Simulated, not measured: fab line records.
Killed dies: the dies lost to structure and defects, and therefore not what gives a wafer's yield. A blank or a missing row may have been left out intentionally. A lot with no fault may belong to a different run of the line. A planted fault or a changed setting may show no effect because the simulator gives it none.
fab line records	flow sky130
record lots=5	wafers=15	last_day=49
route steps=708 shown POLY_CUT@312 SD_P@320 RES_XHIGH@332 SD_N@342 PAD_OPEN@708
lots that met no fault: from a run of the same line without faults
start_h: hours from the record's first day to the start of the lot's first wafer shown	wait_h: hours elapsed since this lot's preceding step	" repeats the value in the row above	L1.1+2: a single row standing in for several wafers	- either no value or no given start	* or withheld: withheld	< > ~ a bound
route shown NAME@n: a module of which the file shows steps, and the number in the route of the first	usual: the fault-free wafers' mean and standard deviation	same: alike in all rows	chamber/n: place in a boat	sites: each site's reading	_std_site: standard deviation of those values	_edge_site: inner sites' mean taken away from outer sites' mean	radius_mm: for every site, how far away it sits from the centre of the wafer	mask NAME#n: copy n	behind: the last tool/chamber to shape the wafer	hold: cause of the lot's hold/its duration in hours/its outcome	device: which transistor (n, p or np) failed to switch	end of line: at the end of the route, the tests of the same wafers	a step with no rows: only its recipe	killed: the dies lost at the first sort to structure and to defects; this is not the yield of the wafer	map: shows each die of a wafer: x if killed, . if not, _ if none is there
set.NAME: the setting as run; set.NAME@STEP: as run at that earlier step	model.NAME: the simulator's own value behind a step, which no gauge read
a table for each step, a row for each wafer; lots at some steps of the route
services: a tool's chamber out of use, with start hour (start_h, from the record's first day; less than 0 if before it), hours out, and reason
## steps
# step SKY_POLY_CUT_EXPOSE_05
# recipe mask_id=NPCM	na=0.8	source_shape=annular	sigma_inner=0.55	sigma_outer=0.85	target_cd_nm=270	dose_mj=32
# step SKY_POLY_CUT_PEB_06
# recipe peb_temp_c=withheld	peb_time_s=withheld	resist=KrF-thick
# step SKY_POLY_CUT_DEVELOP_07
# recipe develop_time_s=60	resist=KrF-thick	dev_temp_c=21
# step SKY_POLY_CUT_CD_MEAS_08
# recipe target_cd_nm=270
# usual cd_nm=270.3/1.3
lot.wafer	tool	chamber	start_h	wait_h	cd_nm
L386.2	cd_sem-01	-	587.05	-	268.6
L386.3	"	-	"	"	271.0
L386.4	"	-	"	"	269.6
L390.2	cd_sem-01	-	626.76	-	270.0
L390.3	"	-	"	"	271.5
L390.4	"	-	"	"	268.6
L392.1	cd_sem-02	-	644.05	-	270.5
L392.2	"	-	"	"	270.9
L392.3	"	-	"	"	271.1
L398.3	cd_sem-02	-	708.42	-	269.3
L398.5	"	-	"	"	268.4
L398.6	"	-	"	"	269.0
L401.4	cd_sem-02	-	722.80	-	268.8
L401.5	"	-	"	"	268.9
L401.6	"	-	"	"	268.7
# step SKY_POLY_CUT_OVL_MEAS_09
# usual POLY_CUT_OVL=0/5.1
lot.wafer	tool	chamber	start_h	wait_h	POLY_CUT_OVL[nm]
L386.2	overlay-02	-	587.15	0.1	-6
L386.3	"	-	"	"	-2
L386.4	"	-	"	"	-7
L390.2	overlay-02	-	626.86	0.1	-4
L390.3	"	-	"	"	-3
L390.4	"	-	"	"	-3
L392.1	overlay-02	-	644.17	0.1	1
L392.2	"	-	"	"	-10
L392.3	"	-	"	"	-7
L398.3	overlay-02	-	708.51	0.1	7
L398.5	"	-	"	"	1
L398.6	"	-	"	"	3
L401.4	overlay-02	-	722.88	0.1	-1
L401.5	"	-	"	"	0
L401.6	"	-	"	"	-6
# step SKY_POLY_CUT_ETCH_10
# recipe chemistry=N2/H2	target=BARC	ion_energy_ev=200	source_w=500	bias_w=100	pressure_mtorr=30	n2_flow_sccm=100	h2_flow_sccm=200	stop_on=SiO2	time_s=45.9	target_depth_a=600
# usual chamber_pressure_mTorr=30.000/0.028	drypump_motor_current_A=5.7/0.44	oes_product_au=0.851/0.0046	rf_fwd_power_W=495.3/2	throttle_valve_pct=13.224/0.0088
# same time_s=45.9
lot.wafer	tool	chamber	start_h	wait_h	chamber_pressure_mTorr	drypump_motor_current_A	oes_product_au	rf_fwd_power_W	rf_hours_counter_h	throttle_valve_pct
L386.2	rie_diel-04	2	587.18	0.0	29.985	4.9	0.849	491.2	9	13.227
L386.3	"	0	"	"	29.994	6.6	0.849	493.4	68	13.231
L386.4	"	1	"	"	29.988	5.3	0.851	498.5	46	13.217
L390.2	rie_diel-04	3	626.89	0.0	30.030	5.9	0.847	496.1	46	13.215
L390.3	"	0	"	"	29.973	6.5	0.848	493.2	69	13.236
L390.4	"	1	"	"	29.994	5.3	0.847	497.0	46	13.222
L392.1	rie_diel-03	2	644.20	0.0	30.028	5.5	0.849	493.1	37	13.224
L392.2	"	3	"	"	30.030	5.5	0.848	494.9	55	13.235
L392.3	"	1	"	"	30.048	5.8	0.858	497.7	14	13.219
L398.3	rie_diel-03	1	708.53	0.0	30.022	5.8	0.861	495.1	16	13.230
L398.5	"	2	"	"	29.991	5.5	0.852	492.9	-	13.233
L398.6	"	0	"	"	30.007	5.9	0.847	498.2	-	13.219
L401.4	rie_diel-03	2	722.89	0.0	30.020	5.5	0.854	494.7	40	13.221
L401.5	"	0	"	"	29.962	5.9	0.848	494.6	-	13.209
L401.6	"	1	"	"	30.012	5.8	0.851	496.5	-	13.210
# step SKY_POLY_CUT_ETCH_11
# recipe target=Si3N4	chemistry=CF4/CH2F2/Ar	stop_on=poly-Si	source_w=600	bias_w=150	pressure_mtorr=40	cf4_flow_sccm=40	ch2f2_flow_sccm=20	Ar_flow_sccm=150	time_s=42.5	target_depth_a=600
# usual chamber_pressure_mTorr=40.01/0.037	drypump_motor_current_A=5.7/0.44	oes_product_au=0.831/0.0069	rf_fwd_power_W=594.0/2.8	throttle_valve_pct=14.994/0.0096
# same time_s=42.5
lot.wafer	tool	chamber	start_h	wait_h	chamber_pressure_mTorr	drypump_motor_current_A	oes_product_au	rf_fwd_power_W	rf_hours_counter_h	throttle_valve_pct
L386.2	rie_diel-04	2	587.22	0.0	40.06	4.8	0.826	593.7	9	15.014
L386.3	"	0	"	"	40.01	6.6	0.823	588.5	68	15.005
L386.4	"	1	"	"	40.10	5.3	0.817	595.0	46	14.996
L390.2	rie_diel-04	3	626.94	0.0	39.95	5.9	0.838	597.4	46	15.014
L390.3	"	0	"	"	40.02	6.6	0.835	590.7	69	14.993
L390.4	"	1	"	"	39.99	5.3	0.830	593.1	46	15.000
L392.1	rie_diel-03	2	644.25	0.0	40.06	5.5	0.829	592.8	37	14.987
L392.2	"	3	"	"	39.99	5.6	0.833	591.3	55	15.013
L392.3	"	1	"	"	40.02	5.8	0.823	599.1	14	14.975
L398.3	rie_diel-03	1	708.57	0.0	39.98	5.8	0.834	591.5	16	15.000
L398.5	"	2	"	"	40.00	5.5	0.834	591.3	-	14.996
L398.6	"	0	"	"	40.02	5.9	0.832	593.4	-	14.986
L401.4	rie_diel-03	2	722.94	0.0	40.03	5.5	0.832	592.0	40	14.984
L401.5	"	0	"	"	40.03	5.9	0.836	593.6	-	15.003
L401.6	"	1	"	"	39.96	5.8	0.830	596.6	-	14.995
# step SKY_POLY_CUT_STRIP_12
# recipe chemistry=O2/N2	power_w=1400	pressure_mtorr=1500	platen_temp_c=withheld	o2_flow_sccm=3000	n2_flow_sccm=300	overash_fraction=0.5
# usual chamber_pressure_mTorr=1500.0/1.3	drypump_motor_current_A=5.36/0.21	oes_product_au=0.452/0.0045	strip_time_to_endpoint_s=5.343/0.015
lot.wafer	tool	chamber	start_h	wait_h	chamber_pressure_mTorr	drypump_motor_current_A	oes_product_au	rf_hours_counter_h	strip_time_to_endpoint_s
L386.2	plasma_asher-02	1	587.26	0.0	1500.6	5.51	0.446	80	5.329
L386.3	"	1	"	"	1499.8	5.48	0.456	-	5.357
L386.4	"	0	"	"	1497.7	5.60	0.456	-	5.329
L390.2	plasma_asher-02	0	626.98	0.0	1499.1	5.61	0.444	84	5.337
L390.3	"	0	"	"	1500.6	5.59	0.449	-	5.359
L390.4	"	1	"	"	1500.4	5.50	0.457	-	5.345
L392.1	plasma_asher-01	1	644.29	0.0	1500.0	5.46	0.454	53	5.348
L392.2	"	0	"	"	1498.5	5.46	0.452	53	5.344
L392.3	"	1	"	"	1500.0	5.47	0.454	-	5.379
L398.3	plasma_asher-01	1	708.65	0.1	1498.6	5.45	0.451	-	5.348
L398.5	"	0	"	"	1499.6	5.43	0.453	-	5.324
L398.6	"	1	"	"	1500.4	5.45	0.457	-	5.333
L401.4	plasma_asher-02	0	723.01	0.1	1503.5	5.60	0.449	-	5.330
L401.5	"	1	"	"	1500.7	5.52	0.447	-	5.341
L401.6	"	0	"	"	1497.8	5.63	0.450	-	5.341
# step SKY_SD_P_DEHYDRATE_00
# recipe temp_c=200	time_s=60
# step SKY_SD_P_HMDS_01
# recipe prime_time_s=60	prime_temp_c=120
# step SKY_SD_P_COAT_02
# recipe resist=NOVOLAK	spin_rpm=3000	resist_thk_nm=1140
# step SKY_SD_P_SOFTBAKE_03
# recipe temp_c=90	time_s=60	resist=NOVOLAK
# step SKY_SD_P_EXPOSE_04
# recipe mask_id=PSDM	na=0.6	source_shape=conventional	sigma_outer=0.6	polarization=unpolarized	target_cd_nm=380	dose_mj=138
lot.wafer	tool	chamber	start_h	wait_h	mask
L386.2+3+4	iline_stepper-02	0	602.88	-	URPM#0
L390.2+3+4	iline_stepper-01	0	642.05	-	PSDM#0
L392.1+2+3	iline_stepper-02	0	658.31	-	PSDM#0
L398.3+5+6	iline_stepper-01	0	722.66	-	PSDM#0
L401.4+5+6	iline_stepper-02	0	737.10	-	PSDM#0
# step SKY_SD_P_PEB_05
# recipe temp_c=withheld	time_s=*	resist=NOVOLAK
# step SKY_SD_P_DEVELOP_06
# recipe resist=NOVOLAK	developer=TMAH	develop_time_s=60	dev_temp_c=23
# step SKY_SD_P_CD_MEAS_07
# recipe target_cd_nm=380
# usual cd_nm=379.2/3
lot.wafer	tool	chamber	start_h	wait_h	cd_nm
L386.2	cd_sem-02	-	616.95	0.1	-
L386.3	"	-	"	"	-
L386.4	"	-	"	"	-
L390.2	cd_sem-02	-	655.87	0.1	379.9
L390.3	"	-	"	"	382.0
L390.4	"	-	"	"	380.3
L392.1	cd_sem-01	-	672.54	0.1	379.9
L392.2	"	-	"	"	379.8
L392.3	"	-	"	"	378.7
L398.3	cd_sem-01	-	736.44	0.1	379.6
L398.5	"	-	"	"	379.0
L398.6	"	-	"	"	380.1
L401.4	cd_sem-01	-	750.75	0.1	379.2
L401.5	"	-	"	"	378.4
L401.6	"	-	"	"	378.5
# step SKY_SD_P_OVL_MEAS_08
# usual SD_P_OVL=-0.9/1.2
lot.wafer	tool	chamber	start_h	wait_h	SD_P_OVL[nm]
L386.2	overlay-02	-	617.05	0.1	-
L386.3	"	-	"	"	-
L386.4	"	-	"	"	-
L390.2	overlay-01	-	655.97	0.1	-2.7
L390.3	"	-	"	"	-3.3
L390.4	"	-	"	"	-3.2
L392.1	overlay-01	-	672.66	0.1	0.7
L392.2	"	-	"	"	-0.4
L392.3	"	-	"	"	-0.3
L398.3	overlay-01	-	736.53	0.1	-0.6
L398.5	"	-	"	"	-2.6
L398.6	"	-	"	"	-1.5
L401.4	overlay-02	-	750.83	0.1	-0.9
L401.5	"	-	"	"	-1.2
L401.6	"	-	"	"	-1.3
# step SKY_SD_P_IMPLANT_09
# recipe species=BF2	energy_kev=20	dose_cm2=3e+15	tilt_deg=0
# step SKY_SD_P_STRIP_10
# recipe chemistry=O2/N2	power_w=1400	pressure_mtorr=1500	platen_temp_c=withheld	o2_flow_sccm=3000	n2_flow_sccm=300	overash_fraction=0.5
# usual chamber_pressure_mTorr=1500.1/1.2	drypump_motor_current_A=5.4/0.34	oes_product_au=0.617/0.0042	strip_time_to_endpoint_s=17.49/0.042
lot.wafer	tool	chamber	start_h	wait_h	chamber_pressure_mTorr	drypump_motor_current_A	oes_product_au	rf_hours_counter_h	strip_time_to_endpoint_s
L386.2	plasma_asher-02	1	617.23	0.1	1501.0	5.5	0.617	83	17.48
L386.3	"	0	"	"	1501.1	5.6	0.616	-	17.45
L386.4	"	1	"	"	1500.5	5.5	0.617	-	17.41
L390.2	plasma_asher-02	1	656.15	0.1	1499.0	5.5	0.615	87	17.53
L390.3	"	0	"	"	1498.4	5.6	0.623	-	17.56
L390.4	"	1	"	"	1500.9	5.5	0.625	-	17.58
L392.1	plasma_asher-04	1	672.85	0.1	1499.1	5.0	0.610	89	17.52
L392.2	"	0	"	"	1499.2	5.4	0.618	89	17.55
L392.3	"	0	"	"	1502.3	5.3	0.617	-	17.53
L398.3	plasma_asher-03	0	736.73	0.1	1498.7	6.0	0.613	-	17.51
L398.5	"	1	"	"	1501.7	5.9	0.622	-	17.49
L398.6	"	0	"	"	1500.1	6.0	0.622	-	17.50
L401.4	plasma_asher-04	0	751.03	0.1	1500.3	5.3	0.624	-	17.51
L401.5	"	1	"	"	1500.3	5.0	0.612	-	17.48
L401.6	"	0	"	"	1500.2	5.3	0.611	-	17.51
# step SKY_SD_P_TW_MEAS_11
# usual SD_P_TW=2829/24
lot.wafer	tool	chamber	start_h	wait_h	SD_P_TW
L386.2	film_metro-02	-	617.35	0.1	30
L386.3	"	-	"	"	30
L386.4	"	-	"	"	30
L390.2	film_metro-02	-	656.26	0.1	2824
L390.3	"	-	"	"	2828
L390.4	"	-	"	"	2844
L392.1	film_metro-01	-	672.95	0.1	2802
L392.2	"	-	"	"	2799
L392.3	"	-	"	"	2826
L398.3	film_metro-02	-	736.82	0.1	2851
L398.5	"	-	"	"	2845
L398.6	"	-	"	"	2826
L401.4	film_metro-04	-	751.12	0.1	2853
L401.5	"	-	"	"	2852
L401.6	"	-	"	"	2856
# step SKY_RES_XHIGH_DEHYDRATE_00
# recipe temp_c=200	time_s=60
# step SKY_RES_XHIGH_HMDS_01
# recipe prime_time_s=60	prime_temp_c=120
# step SKY_RES_XHIGH_COAT_02
# recipe resist=NOVOLAK	spin_rpm=3000	resist_thk_nm=1140
# step SKY_RES_XHIGH_SOFTBAKE_03
# recipe temp_c=90	time_s=60	resist=NOVOLAK
# step SKY_RES_XHIGH_EXPOSE_04
# recipe mask_id=URPM	na=0.6	source_shape=conventional	sigma_outer=0.6	polarization=unpolarized	target_cd_nm=1270	dose_mj=140
# step SKY_RES_XHIGH_PEB_05
# recipe temp_c=withheld	time_s=*	resist=NOVOLAK
# step SKY_RES_XHIGH_DEVELOP_06
# recipe resist=NOVOLAK	developer=TMAH	develop_time_s=60	dev_temp_c=23
# step SKY_RES_XHIGH_IMPLANT_07
# recipe species=BF2	energy_kev=20	dose_cm2=3.538e+14	tilt_deg=0
# step SKY_RES_XHIGH_STRIP_08
# recipe chemistry=O2/N2	power_w=1400	pressure_mtorr=1500	platen_temp_c=withheld	o2_flow_sccm=3000	n2_flow_sccm=300	overash_fraction=0.5
# usual chamber_pressure_mTorr=1500/4.2	drypump_motor_current_A=5.59/0.19	oes_product_au=0.711/0.0045	strip_time_to_endpoint_s=14.24/0.037
lot.wafer	tool	chamber	start_h	wait_h	chamber_pressure_mTorr	drypump_motor_current_A	oes_product_au	rf_hours_counter_h	strip_time_to_endpoint_s
L386.2	plasma_asher-02	1	646.24	0.1	1499	5.48	0.706	86	14.26
L386.3	"	0	"	"	1499	5.58	0.709	-	14.28
L386.4	"	1	"	"	1499	5.48	0.715	-	14.21
L390.2	plasma_asher-02	0	684.79	0.1	1500	5.61	0.715	90	14.28
L390.3	"	1	"	"	1501	5.52	0.712	-	14.24
L390.4	"	0	"	"	1500	5.59	0.713	-	14.25
L392.1	plasma_asher-02	0	700.69	0.1	1499	5.59	0.706	91	14.19
L392.2	"	1	"	"	1499	5.50	0.705	91	14.21
L392.3	"	1	"	"	1497	5.50	0.706	-	14.15
L398.3	plasma_asher-02	1	764.36	0.1	1500	5.48	0.706	-	14.24
L398.5	"	0	"	"	1501	5.62	0.709	-	14.23
L398.6	"	1	"	"	1500	5.50	0.719	-	14.21
L401.4	plasma_asher-02	0	778.06	0.1	1503	5.65	0.709	-	14.23
L401.5	"	1	"	"	1501	5.51	0.713	-	14.24
L401.6	"	0	"	"	1498	5.67	0.715	-	14.26
# step SKY_RES_XHIGH_TW_MEAS_09
# usual RES_XHIGH_TW=1634/15
lot.wafer	tool	chamber	start_h	wait_h	RES_XHIGH_TW
L386.2	film_metro-04	-	646.35	0.1	2915
L386.3	"	-	"	"	2925
L386.4	"	-	"	"	2903
L390.2	film_metro-02	-	684.90	0.1	1633
L390.3	"	-	"	"	1623
L390.4	"	-	"	"	1639
L392.1	film_metro-02	-	700.79	0.1	1631
L392.2	"	-	"	"	1628
L392.3	"	-	"	"	1624
L398.3	film_metro-01	-	764.45	0.1	1597
L398.5	"	-	"	"	1607
L398.6	"	-	"	"	1603
L401.4	film_metro-02	-	778.16	0.1	1613
L401.5	"	-	"	"	1613
L401.6	"	-	"	"	1622
# step SKY_SD_N_DEHYDRATE_00
# recipe temp_c=200	time_s=60
# step SKY_PAD_OPEN_PROBE_99
# usual killed_at_M0_to_M3=42/6.7	killed_at_M4_up=3.4/2	killed_at_contacts=24/5.1	killed_at_front_end=14/4.2	killed_at_other=0.2/0.49	killed_dies=84/8.4	killed_on_rim=17/3.6	killed_open=46/7	killed_short=39/5.8
# same gross_dies=492	killed_at_back_side=0
lot.wafer	tool	chamber	start_h	wait_h	killed_at_M0_to_M3	killed_at_M4_up	killed_at_contacts	killed_at_front_end	killed_at_other	killed_dies	killed_on_rim	killed_open	killed_short
L386.2	prober-01	-	1096.87	0.1	36	2	23	431	0	492	96	34	42
L386.3	prober-01	-	1096.92	0.2	41	1	26	423	1	492	96	57	26
L386.4	prober-01	-	1096.97	0.2	45	4	22	420	1	492	96	45	41
L392.1	prober-02	-	1136.31	0.1	35	6	14	22	0	77	17	42	35
L392.2	prober-02	-	1136.36	0.1	42	5	24	14	0	85	17	40	45
L392.3	prober-02	-	1136.41	0.2	33	2	20	10	1	66	18	34	32
L398.3	prober-01	-	1177.38	0.2	51	6	18	10	0	85	22	44	41
L398.5	prober-01	-	1177.48	0.2	44	5	19	12	0	80	19	51	29
L398.6	prober-01	-	1177.53	0.2	39	3	23	16	0	81	23	42	39
L401.4	prober-02	-	1187.40	0.2	45	5	24	11	0	85	15	50	35
L401.5	prober-02	-	1187.45	0.2	38	6	28	16	1	89	22	45	44
L401.6	prober-02	-	1187.50	0.2	29	1	27	16	0	73	11	40	33
# killed by level:class
L386.2 SD_P:area_expose=416 METAL2:geometric_particle:short=8 VIA3:geometric_particle:open=8 CONTACT:geometric_particle:short=8 VIA1:geometric_particle:open=6 LI_CONTACT:geometric_particle:short=6 POLY_GATE:geometric_particle:short=5 LI_CONTACT:geometric_particle:open=5
L386.3 SD_P:area_expose=409 CONTACT:geometric_particle:open=10 LI_CONTACT:geometric_particle:open=8 VIA3:geometric_particle:open=8 VIA1:geometric_particle:open=7 VIA2:geometric_particle:open=7 POLY_GATE:geometric_particle:open=6 METAL2:geometric_particle:short=5
L386.4 SD_P:area_expose=406 VIA1:geometric_particle:open=12 VIA3:geometric_particle:open=10 CONTACT:geometric_particle:open=9 METAL2:geometric_particle:short=8 POLY_GATE:geometric_particle:short=6 FIELD_ISO:geometric_particle:open=4 LOCAL_INTERCONNECT:geometric_particle:short=4
L392.1 FIELD_ISO:geometric_particle:open=10 VIA1:geometric_particle:open=6 FIELD_ISO:geometric_particle:short=5 VIA1:geometric_particle:short=5 VIA3:geometric_particle:open=5 METAL4:geometric_particle:short=5 LI_CONTACT:geometric_particle:open=4 CONTACT:geometric_particle:open=4
L392.2 VIA3:geometric_particle:open=7 FIELD_ISO:geometric_particle:short=6 LI_CONTACT:geometric_particle:open=6 VIA1:geometric_particle:open=6 LI_CONTACT:geometric_particle:short=5 CONTACT:geometric_particle:open=5 METAL1:geometric_particle:short=5 VIA2:geometric_particle:open=4
L392.3 CONTACT:geometric_particle:open=9 METAL2:geometric_particle:short=8 METAL1:geometric_particle:short=6 VIA1:geometric_particle:open=6 VIA2:geometric_particle:open=4 FIELD_ISO:geometric_particle:short=3 LI_CONTACT:geometric_particle:open=3 LOCAL_INTERCONNECT:geometric_particle:short=3
L398.3 VIA3:geometric_particle:open=11 CONTACT:geometric_particle:open=10 VIA2:geometric_particle:short=7 VIA2:geometric_particle:open=7 VIA1:geometric_particle:open=5 METAL4:geometric_particle:short=5 METAL3:geometric_particle:short=5 VIA3:geometric_particle:short=5
L398.5 VIA1:geometric_particle:open=13 LI_CONTACT:geometric_particle:open=9 CONTACT:geometric_particle:open=8 VIA3:geometric_particle:open=6 METAL2:geometric_particle:short=5 POLY_GATE:geometric_particle:open=4 METAL1:geometric_particle:short=4 VIA1:geometric_particle:short=4
L398.6 VIA1:geometric_particle:open=8 LI_CONTACT:geometric_particle:short=7 VIA2:geometric_particle:open=7 METAL1:geometric_particle:short=6 POLY_GATE:geometric_particle:open=5 VIA3:geometric_particle:open=5 LOCAL_INTERCONNECT:geometric_particle:short=5 FIELD_ISO:geometric_particle:open=4
L401.4 VIA1:geometric_particle:open=10 CONTACT:geometric_particle:open=8 VIA3:geometric_particle:open=8 LI_CONTACT:geometric_particle:open=7 VIA2:geometric_particle:open=6 VIA1:geometric_particle:short=6 METAL2:geometric_particle:short=6 METAL4:geometric_particle:short=4
L401.5 CONTACT:geometric_particle:short=9 CONTACT:geometric_particle:open=7 VIA3:geometric_particle:open=7 FIELD_ISO:geometric_particle:open=6 VIA2:geometric_particle:open=6 METAL4:geometric_particle:short=6 LI_CONTACT:geometric_particle:open=5 VIA1:geometric_particle:open=5
L401.6 VIA1:geometric_particle:open=8 LI_CONTACT:geometric_particle:open=8 CONTACT:geometric_particle:open=8 CONTACT:geometric_particle:short=6 POLY_GATE:geometric_particle:short=5 LI_CONTACT:geometric_particle:short=5 VIA1:geometric_particle:short=5 FIELD_ISO:geometric_particle:open=4
# map L386.2 (x killed, . not)
__________xxxxxxxxxx_________
________xxxxxxxxxxxxxx_______
______xxxxxxxxxxxxxxxxxx_____
_____xxxxxxxxxxxxxxxxxxxx____
____xxxxxxxxxxxxxxxxxxxxxx___
___xxxxxxxxxxxxxxxxxxxxxxxx__
__xxxxxxxxxxxxxxxxxxxxxxxxxx_
_xxxxxxxxxxxxxxxxxxxxxxxxxxxx
_xxxxxxxxxxxxxxxxxxxxxxxxxxxx
_xxxxxxxxxxxxxxxxxxxxxxxxxxxx
_xxxxxxxxxxxxxxxxxxxxxxxxxxxx
_xxxxxxxxxxxxxxxxxxxxxxxxxxxx
_xxxxxxxxxxxxxxxxxxxxxxxxxxxx
_xxxxxxxxxxxxxxxxxxxxxxxxxxxx
_xxxxxxxxxxxxxxxxxxxxxxxxxxxx
__xxxxxxxxxxxxxxxxxxxxxxxxxx_
___xxxxxxxxxxxxxxxxxxxxxxxx__
____xxxxxxxxxxxxxxxxxxxxxx___
_____xxxxxxxxxxxxxxxxxxxx____
______xxxxxxxxxxxxxxxxxx_____
________xxxxxxxxxxxxxx_______
__________xxxxxxxxxx_________
# map L401.5 (x killed, . not)
__________.....xx..x_________
________.........x.x.._______
______x..........xx...x._____
_____x.......x..x.......x____
____......xx....x........x___
___.........x............xx__
__.........x......x......x.._
_............x....x.xxx....x.
_.x...x......x...x...x......x
_x.....x...x...x...xx........
_x.x.....xx.xxx...x..........
_.xxx.................xx....x
_...x.x..x.........x.x.x.....
_........................x...
_..x...........x........xxx..
__x...x...x.x....x.........._
___xxx........x...xx.......__
____...........xx.x..x....___
_____................x...____
______......x.....x....._____
________x.....x......._______
__________..x...x..._________
## services
tool	chamber	start_h	hours	kind
plasma_asher-01	-	616.12	4.0	pm
iline_stepper-02	-	630.37	4.4	pm
rie_diel-04	0	630.68	-	clean
rie_diel-04	0	630.68	13.3	scheduled_down
iline_stepper-02	-	644.96	6.5	repair
rie_diel-03	1	649.77	10.2	repair
iline_stepper-02	-	666.84	1.7	pm
plasma_asher-02	-	691.14	0.9	repair
rie_diel-03	3	695.55	-	clean
rie_diel-03	3	695.55	13.6	scheduled_down
rie_diel-03	3	695.55	13.6	vent_cycle
rie_diel-03	1	702.83	3.2	repair
plasma_asher-01	-	717.59	0.9	repair
plasma_asher-02	-	733.75	9.0	pm
plasma_asher-02	0	733.75	9.0	vent_cycle
plasma_asher-02	1	733.75	9.0	vent_cycle
iline_stepper-01	-	735.40	1.7	pm
plasma_asher-02	0	742.75	-	clean
plasma_asher-02	1	742.75	-	clean
plasma_asher-04	-	754.59	1.5	repair
rie_diel-03	-	757.38	1.6	repair
plasma_asher-02	-	757.77	2.8	pm
plasma_asher-04	-	772.36	2.8	pm
iline_stepper-02	-	772.72	2.1	pm
## key
first_sign step=SKY_SD_P_EXPOSE_04	reading=mask	direction=changed
effect step=SKY_SD_P_CD_MEAS_07	reading=cd_nm	direction=missing
effect step=SKY_SD_P_OVL_MEAS_08	reading=SD_P_OVL	direction=missing
effect step=SKY_SD_P_TW_MEAS_11	reading=SD_P_TW	direction=down	sigmas=99+	usual=2829	struck=30
effect step=SKY_RES_XHIGH_TW_MEAS_09	reading=RES_XHIGH_TW	direction=up	sigmas=83	usual=1634	struck=2914
effect step=SKY_PAD_OPEN_PROBE_99	reading=killed_at_front_end	direction=up	sigmas=98	usual=14	struck=425
more_kills_born_at SKY_SD_P_EXPOSE_04@iline_stepper-02=1231
met_at SKY_SD_P_EXPOSE_04
struck_wafers L386.2,L386.3,L386.4
tester_left_out L386
fault kind=wrong_mask	tool=any	chamber=-	onset_h=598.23	steps=SKY_SD_P_EXPOSE_04	aux_copy=URPM#0	scope=struck_lots_only
# tester_left_out: of these lots the tester's yield and bins aren't shown, on N5 and GAA mostly nor the transistor test; their killed dies are dies lost to structure and defects alone, not to doping, threshold or leakage, so they don't give the yield
